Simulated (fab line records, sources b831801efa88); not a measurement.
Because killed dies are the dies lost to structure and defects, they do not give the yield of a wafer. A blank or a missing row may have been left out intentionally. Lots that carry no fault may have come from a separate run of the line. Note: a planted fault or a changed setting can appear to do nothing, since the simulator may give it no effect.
What tool caused it?	flow gf180mcu	Sampling: 15 lots, 45 wafers, 4 of 602 route steps

WHAT THE GAUGES READ, wafer by wafer
GF_TOP_METAL_OVL_MEAS_15.
lot	measured	on	TOP_METAL_OVL (nm)
L726	day 28 03:30	overlay-01	0.0 -0.3 -0.6
L727	day 29 01:46	overlay-02	-2.9 -1.2 -1.1
L728	day 29 04:42	overlay-02	1.2 0.9 1.5
L729	day 29 08:01	overlay-02	-0.1 0.7 1.8
L730	day 29 16:04	overlay-01	1.9 -0.3 0.8
L732	day 29 20:04	overlay-01	-1.4 -1.2 -0.3
L731	day 29 23:06	overlay-01	-5.1 -2.1 -5.3
L734	day 30 11:47	overlay-02	-0.3 0.9 0.7
L733	day 30 13:56	overlay-01	1.0 1.9 0.3
L735	day 30 17:49	overlay-01	0.5 -0.8 0.0
L737	day 31 03:10	overlay-02	0.2 0.0 -1.4
L741	day 32 07:37	overlay-02	0.8 -0.3 -0.1
L742	day 32 14:19	overlay-02	-0.4 0.4 0.8
L744	day 33 04:55	overlay-02	0.1 -1.3 0.1
L748	day 34 00:25	overlay-02	-0.4 -1.8 -0.9

GF_PASSIVATION_BOW_MEAS_14.
lot	measured	on	PASSIVATION_BOW (um)
L726	day 29 01:52	film-metro-01	125 141 139
L727	day 30 00:13	film-metro-01	148 138 136
L728	day 30 02:38	film-metro-01	122 123 128
L729	day 30 05:38	film-metro-01	125 125 124
L730	day 30 13:59	film-metro-03	125 141 128
L732	day 30 17:49	film-metro-03	139 134 133
L731	day 30 19:50	film-metro-01	133 138 123
L734	day 31 08:03	film-metro-01	154 147 152
L733	day 31 10:39	film-metro-03	119 134 118
L735	day 31 14:55	film-metro-01	152 140 134
L737	day 31 23:23	film-metro-04	153 144 145
L741	day 33 02:04	film-metro-03	130 137 134
L742	day 33 09:38	film-metro-04	134 133 137
L744	day 33 23:22	film-metro-03	122 115 135
L748	day 34 17:49	film-metro-04	123 132 122

WHICH TOOL RAN EACH LOT (tool, then ch and the chambers of the sampled wafers, then the start)
lot	GF_STI_WET_ETCH_27	GF_V5_SPUTTER_21
L726	wet-bench-03 ch 2, day 2 08:44	pvd-sputter-03, day 27 06:06
L727	wet-bench-03 ch 0, day 2 15:40	pvd-sputter-02, day 28 05:10
L728	wet-bench-01 ch 3, day 2 23:56	pvd-sputter-03, day 28 08:24
L729	wet-bench-04 ch 0, day 3 00:05	pvd-sputter-03, day 28 11:54
L730	wet-bench-04 ch 1, day 3 05:17	pvd-sputter-01, day 28 20:11
L732	wet-bench-04 ch 0, day 3 11:52	pvd-sputter-01, day 29 00:11
L731	wet-bench-01 ch 1, day 3 12:18	pvd-sputter-01, day 29 02:37
L734	wet-bench-03 ch 1, day 3 20:29	pvd-sputter-03, day 29 15:30
L733	wet-bench-03 ch 3, day 3 21:06	pvd-sputter-01, day 29 19:02
L735	wet-bench-01 ch 3, day 4 03:57	pvd-sputter-03, day 29 22:57
L737	wet-bench-04 ch 2, day 4 11:44	pvd-sputter-03, day 30 07:59
L741	wet-bench-01 ch 2, day 5 08:47	pvd-sputter-02, day 31 14:53
L742	wet-bench-01 ch 2, day 5 15:13	pvd-sputter-03, day 31 20:43
L744	wet-bench-01 ch 3, day 6 00:47	pvd-sputter-01, day 32 12:08
L748	wet-bench-04 ch 2, day 6 21:01	pvd-sputter-02, day 33 08:20
- GF_STI_WET_ETCH_27: etches Si3N4 in H3PO4, target depth 160 nm, time 1825 s.
- GF_V5_SPUTTER_21: material Ti, target thk 15 nm, time 80.02 s.

AS READ BY THE TOOLS THEMSELVES (means over the sampled wafers that have a number; for cases with no such wafer, the mark the record gives instead)
GF_V5_SPUTTER_21.
lot	tool	throttle-valve-pct (%)
L726	pvd-sputter-03	28.4
L727	pvd-sputter-02	28.4
L728	pvd-sputter-03	28.6
L729	pvd-sputter-03	28.2
L730	pvd-sputter-01	28.1
L732	pvd-sputter-01	28.2
L731	pvd-sputter-01	29.9
L734	pvd-sputter-03	29.7
L733	pvd-sputter-01	29.2
L735	pvd-sputter-03	28.3
L737	pvd-sputter-03	28.5
L741	pvd-sputter-02	28.5
L742	pvd-sputter-03	30.0
L744	pvd-sputter-01	29.0
L748	pvd-sputter-02	29.6

THE ANSWER, worked out from the rows above alone
Rule: the lots themselves supply what counts as usual. The widest of any qualifying gaps counts: lots, ordered by their means at a reading, are off when they make up no more than a third of the lots, leave a main group of 4 or more, and stand apart from it by 3 or more times the standard deviation of that group's means. A main group is skipped when, at the precision printed for the reading in the tables above, its means are all equal. Also off: a lot with no number at a reading for which 4 or more lots have one. The other lots that the step has rows for count as sound. First the gauges in route order, then the tools' own readings, where a lot's mean is used as printed above. The first step at which some lot is off is used, and at that step the reading that is off furthest; a lot without a number counts as furthest.
No lot is off on any of the readings shown, so nothing can be concluded from this.

WHAT THE SIMULATOR HAD PUT IN
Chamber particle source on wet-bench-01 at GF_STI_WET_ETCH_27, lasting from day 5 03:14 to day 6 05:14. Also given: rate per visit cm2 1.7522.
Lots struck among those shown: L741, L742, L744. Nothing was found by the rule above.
